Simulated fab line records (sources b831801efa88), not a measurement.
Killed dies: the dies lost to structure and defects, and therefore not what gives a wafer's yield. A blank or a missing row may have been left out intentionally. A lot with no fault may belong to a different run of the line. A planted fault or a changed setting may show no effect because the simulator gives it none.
fab line records	flow sky130
record: lots: 5	wafers: 15	last_day: 49
route steps=708 shown LI_CONTACT@370 LOCAL_INTERCONNECT@387
lots with no fault: from the same line, run without faults
start_h: hours from the record's first day to the start of the lot's first wafer shown	wait_h: hours from the lot's prior step to this one	" unchanged from the row above	L1.1+2: a row that stands for several wafers	- value missing, or start not given	* or withheld: withheld	< > ~ a bound
route shown NAME@n: a module of which the file shows steps, and the number in the route of the first	usual: mean and standard deviation over wafers with no fault	same: alike in all rows	chamber/n: place in a boat	sites: each site's reading	_std_site: the standard deviation of these	_edge_site: inner sites' mean taken away from outer sites' mean	radius_mm: how far each site lies from the wafer's centre	mask NAME#n: copy n	behind: the tool/chamber that last shaped the wafer	hold: why the lot was held/for how many hours/how that ended	device: whichever transistor did not switch (one of n, p or np)	end of line: at the end of the route, the tests of the same wafers	a step given without rows: its recipe and nothing more	killed: the dies lost at the first sort to structure and to defects; this is not the yield of the wafer	map: per-die view of a wafer (x killed, . not killed, _ where there is no die)
set.NAME: the setting that was run; set.NAME@STEP: the one run at that earlier step	model.NAME: the simulator's own value behind a step, which no gauge read
a table for each step, a row for each wafer; lots at some steps of the route
services: a tool's chamber out of use, with start hour (start_h, from the record's first day; less than 0 if before it), hours out, and reason
== steps ==
step: SKY_LI_CONTACT_SOFTBAKE_08
recipe: temp_c: 100	time_s: 90	resist: KrF-thick
usual: heater_power_total_W: 57.35/0.12
same: time_s: 90
lot.wafer	tool	chamber	start_h	wait_h	heater_power_total_W
L078.3	litho_track-03	0	-	-	57.25
L078.4	"	0	"	"	57.50
L078.5	"	0	"	"	57.37
L082.3	litho_track-03	0	-	-	57.19
L082.4	"	0	"	"	57.53
L082.6	"	0	"	"	57.17
L085.1	litho_track-02	0	-	-	57.36
L085.3	"	0	"	"	57.41
L085.5	"	0	"	"	57.23
L088.1	litho_track-04	0	-	-	57.26
L088.3	"	0	"	"	57.39
L088.6	"	0	"	"	57.41
L094.1	litho_track-03	0	-	-	57.45
L094.4	"	0	"	"	57.49
L094.6	"	0	"	"	57.30
step: SKY_LI_CONTACT_EXPOSE_09
recipe: mask_id: LICM1	na: 0.8	source_shape: annular	sigma_inner: 0.55	sigma_outer: 0.85	target_cd_nm: 170	dose_mj: 38
same: sigma_outer: 0.85
lot.wafer	tool	chamber	start_h	wait_h	mask
L078.3+4+5	krf_scanner-02	0	-	-	LICM1#0
L082.3+4+6	krf_scanner-01	0	-	-	LICM1#0
L085.1+3+5	krf_scanner-02	0	-	-	LICM1#0
L088.1+3+6	krf_scanner-02	0	-	-	LICM1#0
L094.1+4+6	krf_scanner-02	0	-	-	LICM1#0
step: SKY_LI_CONTACT_PEB_10
recipe: peb_temp_c: withheld	peb_time_s: withheld	resist: KrF-thick
lot.wafer	tool	chamber	start_h	wait_h
L078.3+4+5	litho_track-04	0	-	-
L082.3+4+6	litho_track-02	0	-	-
L085.1+3+5	litho_track-03	0	-	-
L088.1+3+6	litho_track-03	0	-	-
L094.1+4+6	litho_track-04	0	-	-
step: SKY_LI_CONTACT_DEVELOP_11
recipe: develop_time_s: 60	resist: KrF-thick	dev_temp_c: 21
lot.wafer	tool	chamber	start_h	wait_h
L078.3+4+5	litho_track-04	0	-	-
L082.3+4+6	litho_track-02	0	-	-
L085.1+3+5	litho_track-03	0	-	-
L088.1+3+6	litho_track-03	0	-	-
L094.1+4+6	litho_track-04	0	-	-
step: SKY_LI_CONTACT_CD_MEAS_12
recipe: target_cd_nm: 170
usual: cd_nm: 169.7/1.7
lot.wafer	tool	chamber	start_h	wait_h	cd_nm
L078.3	cd_sem-01	-	706.69	-	166.9
L078.4	"	-	"	"	166.0
L078.5	"	-	"	"	165.8
L082.3	cd_sem-02	-	740.45	-	169.7
L082.4	"	-	"	"	170.1
L082.6	"	-	"	"	171.8
L085.1	cd_sem-01	-	763.60	-	168.9
L085.3	"	-	"	"	169.2
L085.5	"	-	"	"	168.9
L088.1	cd_sem-02	-	789.50	-	169.4
L088.3	"	-	"	"	168.7
L088.6	"	-	"	"	169.4
L094.1	cd_sem-01	-	834.10	-	169.6
L094.4	"	-	"	"	169.3
L094.6	"	-	"	"	168.6
step: SKY_LI_CONTACT_OVL_MEAS_13
usual: LI_CONTACT_OVL: -4/6.7
lot.wafer	tool	chamber	start_h	wait_h	LI_CONTACT_OVL[nm]
L078.3	overlay-01	-	706.78	0.1	3
L078.4	"	-	"	"	2
L078.5	"	-	"	"	-1
L082.3	overlay-02	-	740.54	0.1	-9
L082.4	"	-	"	"	-17
L082.6	"	-	"	"	-21
L085.1	overlay-02	-	763.72	0.1	-6
L085.3	"	-	"	"	4
L085.5	"	-	"	"	-2
L088.1	overlay-02	-	789.62	0.1	-3
L088.3	"	-	"	"	2
L088.6	"	-	"	"	-1
L094.1	overlay-02	-	834.22	0.1	8
L094.4	"	-	"	"	-6
L094.6	"	-	"	"	-6
step: SKY_LI_CONTACT_ETCH_14
recipe: chemistry: N2/H2	target: BARC	ion_energy_ev: 200	source_w: 500	bias_w: 100	pressure_mtorr: 30	n2_flow_sccm: 100	h2_flow_sccm: 200	stop_on: SiO2	time_s: 45.9	target_depth_a: 600
usual: bias_w: 99.9/0.3	drypump_motor_current_A: 6.0/0.42	oes_product_au: 0.855/0.0047	throttle_valve_pct: 13.225/0.0093
same: time_s: 45.9
lot.wafer	tool	chamber	start_h	wait_h	bias_w	drypump_motor_current_A	oes_product_au	rf_hours_counter_h	throttle_valve_pct
L078.3	rie_diel-03	0	706.80	0.0	100.4	6.6	0.854	2	13.228
L078.4	"	2	"	"	100.2	5.6	0.863	10	13.215
L078.5	"	1	"	"	99.6	6.6	0.849	-	13.237
L082.3	rie_diel-02	2	740.57	0.0	100.3	5.9	0.851	5	13.233
L082.4	"	3	"	"	99.7	5.2	0.849	40	13.227
L082.6	"	2	"	"	100.5	5.9	0.849	-	13.222
L085.1	rie_diel-02	3	763.75	0.0	99.6	5.2	0.847	41	13.251
L085.3	"	1	"	"	99.6	6.2	0.847	29	13.224
L085.5	"	0	"	"	100.1	5.7	0.851	-	13.228
L088.1	rie_diel-01	3	789.65	0.0	99.7	6.7	0.863	1	13.219
L088.3	"	1	"	"	100.1	6.4	0.855	0	13.210
L088.6	"	2	"	"	100.4	6.2	0.850	-	13.227
L094.1	rie_diel-02	2	834.25	0.0	99.8	5.9	0.852	9	13.216
L094.4	"	3	"	"	99.5	5.2	0.849	-	13.225
L094.6	"	2	"	"	99.6	6.0	0.855	-	13.217
step: SKY_LI_CONTACT_ETCH_15
recipe: target: PSG	chemistry: C4F8/O2/Ar	stop_on: Si	taper_deg: 4.15	mask_material: KrF-thick	source_w: 1500	bias_w: 1200	pressure_mtorr: 40	c4f8_flow_sccm: withheld	O2_flow_sccm: 6	Ar_flow_sccm: 300	time_s: withheld	target_depth_a: 6000
usual: bias_w: 1201/3.4	oes_product_au: 0.837/0.0046
lot.wafer	tool	chamber	start_h	wait_h	bias_w	oes_product_au
L078.3	rie_diel-03	0	706.84	0.0	1198	0.844
L078.4	"	2	"	"	1204	0.836
L078.5	"	1	"	"	1209	0.834
L082.3	rie_diel-02	2	740.61	0.0	1206	0.837
L082.4	"	3	"	"	1205	0.837
L082.6	"	2	"	"	1201	0.840
L085.1	rie_diel-02	3	763.79	0.0	1201	0.834
L085.3	"	1	"	"	1199	0.830
L085.5	"	0	"	"	1204	0.840
L088.1	rie_diel-01	3	789.70	0.0	1199	0.834
L088.3	"	1	"	"	1204	0.829
L088.6	"	2	"	"	1200	0.833
L094.1	rie_diel-02	2	834.30	0.0	1202	0.836
L094.4	"	3	"	"	1200	0.841
L094.6	"	2	"	"	1199	0.836
step: SKY_LI_CONTACT_STRIP_16
recipe: chemistry: O2/N2	power_w: 1400	pressure_mtorr: 1500	platen_temp_c: withheld	o2_flow_sccm: 3000	n2_flow_sccm: 300	overash_fraction: 0.5
usual: drypump_motor_current_A: 6.1/0.43	oes_product_au: 0.376/0.0049	strip_time_to_endpoint_s: 3.49/0.035
lot.wafer	tool	chamber	start_h	wait_h	drypump_motor_current_A	oes_product_au	rf_hours_counter_h	strip_time_to_endpoint_s
L078.3	plasma_asher-03	0	706.96	-	6.0	0.376	-	3.53
L078.4	"	1	"	"	6.7	0.379	-	3.53
L078.5	"	0	"	"	6.0	0.375	-	3.54
L082.3	plasma_asher-02	0	740.73	-	5.9	0.372	-	3.48
L082.4	"	1	"	"	6.2	0.384	-	3.51
L082.6	"	1	"	"	6.2	0.382	-	3.50
L085.1	plasma_asher-04	1	763.88	-	5.5	0.376	2	3.46
L085.3	"	1	"	"	5.5	0.365	-	3.42
L085.5	"	0	"	"	5.3	0.378	-	3.47
L088.1	plasma_asher-03	1	789.78	-	6.6	0.373	37	3.47
L088.3	"	1	"	"	6.6	0.386	-	3.49
L088.6	"	1	"	"	6.7	0.367	-	3.44
L094.1	plasma_asher-02	0	834.38	-	5.9	0.386	102	3.42
L094.4	"	0	"	"	5.9	0.372	-	3.48
L094.6	"	1	"	"	6.2	0.377	-	3.42
step: SKY_LI_CONTACT_CLEAN_17
recipe: chemistry: NMP	time_s: 600	temp_c: 60	dry: n2_spin
usual: temp_c: 60.00/0.1
same: time_s: 600
lot.wafer	tool	chamber	start_h	wait_h	temp_c
L078.3	wet_bench-03	1	707.03	0.0	60.11
L078.4	"	1	"	"	60.16
L078.5	"	1	"	"	60.01
L082.3	wet_bench-04	3	740.79	0.0	60.00
L082.4	"	3	"	"	60.05
L082.6	"	3	"	"	60.01
L085.1	wet_bench-03	2	763.98	0.1	59.90
L085.3	"	2	"	"	59.97
L085.5	"	2	"	"	60.00
L088.1	wet_bench-01	0	789.88	0.1	59.84
L088.3	"	0	"	"	59.77
L088.6	"	0	"	"	59.96
L094.1	wet_bench-04	3	834.48	0.1	59.99
L094.4	"	3	"	"	59.93
L094.6	"	3	"	"	60.06
step: SKY_LI_CONTACT_PRE_CLEAN_18
recipe: gas: Ar	time_s: 5.6	bias_v: 358
same: time_s: 5.6
lot.wafer	tool	chamber	start_h	wait_h
L078.3+4+5	pvd_sputter-04	-	707.21	0.0
L082.3+4+6	pvd_sputter-04	-	740.97	0.0
L085.1+3+5	pvd_sputter-04	-	764.16	0.0
L088.1+3+6	pvd_sputter-04	-	790.07	0.0
L094.1+4+6	pvd_sputter-01	-	834.67	0.0
step: SKY_LI_CONTACT_SPUTTER_19
recipe: material: Ti	target_thk_nm: 20	chamber_pressure_pa: 5	power_w: 2500	substrate_temp_c: 200	time_s: 106.37
usual: substrate_temp_c: 200.01/0.16	throttle_valve_pct: 30.3/0.79
same: time_s: 106.37
lot.wafer	tool	chamber	start_h	wait_h	substrate_temp_c	throttle_valve_pct
L078.3	pvd_sputter-04	-	707.23	0.0	200.38	32.0
L078.4	"	-	"	"	199.78	29.6
L078.5	"	-	"	"	200.30	31.5
L082.3	pvd_sputter-04	-	740.99	0.0	199.97	29.5
L082.4	"	-	"	"	199.91	29.4
L082.6	"	-	"	"	199.99	31.0
L085.1	pvd_sputter-04	-	764.18	0.0	200.05	29.3
L085.3	"	-	"	"	200.18	29.7
L085.5	"	-	"	"	200.07	31.8
L088.1	pvd_sputter-04	-	790.09	0.0	199.82	29.5
L088.3	"	-	"	"	199.90	31.9
L088.6	"	-	"	"	199.86	31.8
L094.1	pvd_sputter-01	-	834.69	0.0	200.29	30.3
L094.4	"	-	"	"	199.92	29.8
L094.6	"	-	"	"	200.14	30.0
step: SKY_LI_CONTACT_SPUTTER_20
recipe: material: TiN	target_thk_nm: 20	chamber_pressure_pa: 5	power_w: 4000	time_s: 80
usual: throttle_valve_pct: 30.3/0.79
same: time_s: 80
lot.wafer	tool	chamber	start_h	wait_h	throttle_valve_pct
L078.3	pvd_sputter-04	-	707.30	0.0	31.8
L078.4	"	-	"	"	29.4
L078.5	"	-	"	"	31.7
L082.3	pvd_sputter-04	-	741.06	0.0	29.8
L082.4	"	-	"	"	29.5
L082.6	"	-	"	"	31.3
L085.1	pvd_sputter-04	-	764.25	0.0	29.2
L085.3	"	-	"	"	29.3
L085.5	"	-	"	"	31.7
L088.1	pvd_sputter-04	-	790.17	0.0	29.3
L088.3	"	-	"	"	31.6
L088.6	"	-	"	"	31.8
L094.1	pvd_sputter-01	-	834.77	0.0	30.0
L094.4	"	-	"	"	30.2
L094.6	"	-	"	"	29.9
step: SKY_LI_CONTACT_CVD_21
recipe: material: W	target_thk_nm: 400	time_s: 120.56	temp_c: 400	pressure_torr: 40
usual: heater_power_w: 896/110
same: time_s: 120.56
lot.wafer	tool	chamber	start_h	wait_h	heater_power_w
L078.3	cvd_w-02	0	707.40	0.1	1001
L078.4	"	1	"	"	812
L078.5	"	1	"	"	810
L082.3	cvd_w-01	0	741.17	0.1	1002
L082.4	"	1	"	"	766
L082.6	"	1	"	"	765
L085.1	cvd_w-02	1	764.31	0.0	806
L085.3	"	1	"	"	816
L085.5	"	1	"	"	821
L088.1	cvd_w-01	1	790.23	0.0	771
L088.3	"	0	"	"	1036
L088.6	"	1	"	"	770
L094.1	cvd_w-01	1	834.83	0.0	780
L094.4	"	1	"	"	772
L094.6	"	1	"	"	773
step: SKY_LI_CONTACT_RS_MEAS_22
recipe: thk_meas_gauge: four-point-probe	reads: W_of_LI_CONTACT_CVD_21+TiN_of_LI_CONTACT_SPUTTER_20+Ti_of_LI_CONTACT_SPUTTER_19
usual: LI_CONTACT_W_RS: 0.283/0.005
lot.wafer	tool	chamber	start_h	wait_h	LI_CONTACT_W_RS[ohm/sq]
L078.3	film_metro-04	-	707.53	0.1	0.288
L078.4	"	-	"	"	0.290
L078.5	"	-	"	"	0.285
L082.3	film_metro-03	-	741.29	0.1	0.276
L082.4	"	-	"	"	0.285
L082.6	"	-	"	"	0.285
L085.1	film_metro-03	-	764.44	0.1	0.291
L085.3	"	-	"	"	0.291
L085.5	"	-	"	"	0.286
L088.1	film_metro-04	-	790.35	0.1	0.283
L088.3	"	-	"	"	0.275
L088.6	"	-	"	"	0.280
L094.1	film_metro-04	-	834.95	0.1	0.283
L094.4	"	-	"	"	0.282
L094.6	"	-	"	"	0.284
step: SKY_LI_CONTACT_THK_MEAS_23
recipe: thk_meas_gauge: xrf	reads: W_of_LI_CONTACT_CVD_21
usual: LI_CONTACT_W_THK: 398/7.7
lot.wafer	tool	chamber	start_h	wait_h	LI_CONTACT_W_THK[nm]
L078.3	film_metro-04	-	707.63	0.1	390
L078.4	"	-	"	"	389
L078.5	"	-	"	"	397
L082.3	film_metro-03	-	741.39	0.1	409
L082.4	"	-	"	"	395
L082.6	"	-	"	"	396
L085.1	film_metro-03	-	764.56	0.1	383
L085.3	"	-	"	"	385
L085.5	"	-	"	"	393
L088.1	film_metro-04	-	790.47	0.1	400
L088.3	"	-	"	"	412
L088.6	"	-	"	"	405
L094.1	film_metro-04	-	835.07	0.1	399
L094.4	"	-	"	"	400
L094.6	"	-	"	"	400
step: SKY_LI_CONTACT_CMP_24
recipe: stop_on: PSG	t_overpolish_s: 20	down_force_psi: 3.5	platen_rpm: 60	target_thk_nm: 0	pad_velocity_m_s: 0.94248
usual: motor_current_A: 10.5/1.3	overpolish_run_s: 19.999/0.0097	time_to_endpoint_s: 97/3.2
lot.wafer	tool	chamber	start_h	wait_h	motor_current_A	overpolish_run_s	time_to_endpoint_s
L078.3	cmp-01	1	707.67	0.0	11.0	19.990	98
L078.4	"	0	"	"	8.6	19.998	98
L078.5	"	2	"	"	10.6	19.982	94
L082.3	cmp-02	2	741.48	0.1	10.9	19.989	101
L082.4	"	3	"	"	10.8	19.995	95
L082.6	"	2	"	"	11.1	19.997	97
L085.3	cmp-02	1	764.62	0.0	10.5	19.991	90
L085.1	"	0	"	"	13.5	20.011	90
L085.5	"	1	"	"	10.5	19.995	93
L088.3	cmp-01	2	790.58	0.1	9.7	19.982	93
L088.1	"	3	"	"	10.1	19.994	95
L088.6	"	2	"	"	9.9	19.999	100
L094.1	cmp-01	0	835.13	0.1	8.6	20.008	98
L094.4	"	2	"	"	10.4	19.996	96
L094.6	"	0	"	"	9.1	19.999	101
step: SKY_LOCAL_INTERCONNECT_SPUTTER_00
recipe: material: TiN	target_thk_nm: 100	temp_c: 300	power_w: 6500	time_s: 83.3	chamber_pressure_pa: 0.4
usual: substrate_temp_c: 299.99/0.19	throttle_valve_pct: 30.1/0.83
same: time_s: 83.3
lot.wafer	tool	chamber	start_h	wait_h	substrate_temp_c	throttle_valve_pct
L078.3	pvd_sputter-04	-	707.97	0.2	300.03	29.5
L078.4	"	-	"	"	299.97	31.0
L078.5	"	-	"	"	299.89	31.2
L082.3	pvd_sputter-04	-	741.73	0.2	300.19	31.1
L082.4	"	-	"	"	299.62	31.6
L082.6	"	-	"	"	299.95	29.5
L085.1	pvd_sputter-04	-	764.92	0.1	299.94	29.5
L085.3	"	-	"	"	299.87	29.7
L085.5	"	-	"	"	299.65	29.1
L088.1	pvd_sputter-04	-	790.83	0.1	300.04	29.9
L088.3	"	-	"	"	299.61	29.0
L088.6	"	-	"	"	300.05	29.5
L094.1	pvd_sputter-04	-	835.43	0.2	299.88	29.6
L094.4	"	-	"	"	300.27	31.2
L094.6	"	-	"	"	300.06	31.0
step: SKY_LOCAL_INTERCONNECT_RS_MEAS_01
recipe: thk_meas_gauge: four-point-probe	reads: TiN_of_LOCAL_INTERCONNECT_SPUTTER_00
usual: LOCAL_INTERCONNECT_TIN_RS: 14.16/0.14
lot.wafer	tool	chamber	start_h	wait_h	LOCAL_INTERCONNECT_TIN_RS[ohm/sq]
L078.3	film_metro-04	-	708.07	0.1	14.22
L078.4	"	-	"	"	14.10
L078.5	"	-	"	"	14.18
L082.3	film_metro-01	-	741.83	0.1	14.15
L082.4	"	-	"	"	14.08
L082.6	"	-	"	"	14.11
L085.1	film_metro-02	-	765.03	0.1	14.28
L085.3	"	-	"	"	14.26
L085.5	"	-	"	"	14.31
L088.1	film_metro-04	-	790.90	0.0	13.98
L088.3	"	-	"	"	13.92
L088.6	"	-	"	"	14.00
L094.1	film_metro-02	-	835.50	0.0	14.09
L094.4	"	-	"	"	14.11
L094.6	"	-	"	"	14.01
step: SKY_LOCAL_INTERCONNECT_THK_MEAS_02
recipe: thk_meas_gauge: xrf	reads: TiN_of_LOCAL_INTERCONNECT_SPUTTER_00
usual: LOCAL_INTERCONNECT_TIN_THK: 102.3/1
lot.wafer	tool	chamber	start_h	wait_h	LOCAL_INTERCONNECT_TIN_THK[nm]
L078.3	film_metro-04	-	708.17	0.1	102.2
L078.4	"	-	"	"	103.7
L078.5	"	-	"	"	102.7
L082.3	film_metro-01	-	741.93	0.1	103.2
L082.4	"	-	"	"	103.3
L082.6	"	-	"	"	103.5
L085.1	film_metro-02	-	765.15	0.1	101.4
L085.3	"	-	"	"	101.4
L085.5	"	-	"	"	100.7
L088.1	film_metro-04	-	791.02	0.1	103.4
L088.3	"	-	"	"	103.7
L088.6	"	-	"	"	103.5
L094.1	film_metro-02	-	835.62	0.1	102.8
L094.4	"	-	"	"	102.3
L094.6	"	-	"	"	103.5
step: SKY_LOCAL_INTERCONNECT_DEHYDRATE_03
recipe: temp_c: 200	time_s: 60
usual: heater_power_total_W: 160.37/0.12
same: time_s: 60
lot.wafer	tool	chamber	start_h	wait_h	heater_power_total_W
L078.3	litho_track-03	0	721.20	13.0	160.25
L078.4	"	0	"	"	160.41
L078.5	"	0	"	"	160.23
L082.3	litho_track-03	0	754.65	12.7	160.29
L082.4	"	0	"	"	160.42
L082.6	"	0	"	"	160.54
L085.1	litho_track-03	0	777.70	12.5	160.46
L085.3	"	0	"	"	160.55
L085.5	"	0	"	"	160.31
L088.1	litho_track-03	0	803.05	12.0	160.27
L088.3	"	0	"	"	160.30
L088.6	"	0	"	"	160.38
L094.1	litho_track-02	0	847.71	12.1	160.56
L094.4	"	0	"	"	160.34
L094.6	"	0	"	"	160.34
step: SKY_LOCAL_INTERCONNECT_HMDS_04
recipe: prime_time_s: 60	prime_temp_c: 120
lot.wafer	tool	chamber	start_h	wait_h
L078.3+4+5	litho_track-03	0	721.35	0.1
L082.3+4+6	litho_track-03	0	754.80	0.1
L085.1+3+5	litho_track-03	0	777.85	0.1
L088.1+3+6	litho_track-03	0	803.20	0.1
L094.1+4+6	litho_track-02	0	847.86	0.1
step: SKY_LOCAL_INTERCONNECT_COAT_05
recipe: resist: BARC	temp_c: withheld	time_s: withheld	spin_rpm: 3000	resist_thk_nm: 60
lot.wafer	tool	chamber	start_h	wait_h
L078.3+4+5	litho_track-03	0	721.50	0.1
L082.3+4+6	litho_track-03	0	754.95	0.1
L085.1+3+5	litho_track-03	0	778.00	0.1
L088.1+3+6	litho_track-03	0	803.35	0.1
L094.1+4+6	litho_track-02	0	848.01	0.1
step: SKY_LOCAL_INTERCONNECT_COAT_06
recipe: resist: KrF-thick	spin_rpm: 3000	resist_thk_nm: 450
lot.wafer	tool	chamber	start_h	wait_h
L078.3+4+5	litho_track-03	0	-	-
L082.3+4+6	litho_track-03	0	-	-
L085.1+3+5	litho_track-03	0	-	-
L088.1+3+6	litho_track-03	0	-	-
L094.1+4+6	litho_track-02	0	-	-
step: SKY_LOCAL_INTERCONNECT_SOFTBAKE_07
recipe: temp_c: 100	time_s: 90	resist: KrF-thick
usual: heater_power_total_W: 57.35/0.12
same: time_s: 90
lot.wafer	tool	chamber	start_h	wait_h	heater_power_total_W
L078.3	litho_track-03	0	-	-	57.46
L078.4	"	0	"	"	57.45
L078.5	"	0	"	"	57.28
L082.3	litho_track-03	0	-	-	57.50
L082.4	"	0	"	"	57.35
L082.6	"	0	"	"	57.49
L085.1	litho_track-03	0	-	-	57.18
L085.3	"	0	"	"	57.22
L085.5	"	0	"	"	57.44
L088.1	litho_track-03	0	-	-	57.50
L088.3	"	0	"	"	57.36
L088.6	"	0	"	"	57.37
L094.1	litho_track-02	0	-	-	57.36
L094.4	"	0	"	"	57.49
L094.6	"	0	"	"	57.42
== services ==
tool	chamber	start_h	hours	kind
cvd_w-01	-	672.00	6.0	pm
wet_bench-03	-	689.21	1.8	repair
plasma_asher-03	-	710.13	1.7	repair
rie_diel-03	0	710.86	8.3	repair
rie_diel-01	-	725.29	28.1	pm
cvd_w-01	0	730.31	3.1	repair
cmp-02	-	735.89	0.9	repair
cmp-01	-	742.12	5.6	pm
krf_scanner-02	-	752.81	0.8	pm
rie_diel-01	-	753.39	14.6	pm
cmp-02	-	754.13	4.0	pm
cmp-02	-	766.34	6.1	repair
rie_diel-01	2	772.59	9.4	repair
rie_diel-01	-	773.07	4.3	pm
rie_diel-02	1	776.63	1.7	repair
rie_diel-02	2	777.34	4.0	repair
rie_diel-02	-	794.17	4.3	pm
cmp-01	-	795.19	0.7	repair
krf_scanner-02	-	795.23	1.0	pm
cmp-01	-	795.73	1.3	repair
pvd_sputter-01	-	802.57	3.0	repair
krf_scanner-02	-	805.45	0.6	repair
krf_scanner-02	-	827.69	1.3	pm
pvd_sputter-01	-	829.93	3.7	repair
== key ==
fault none
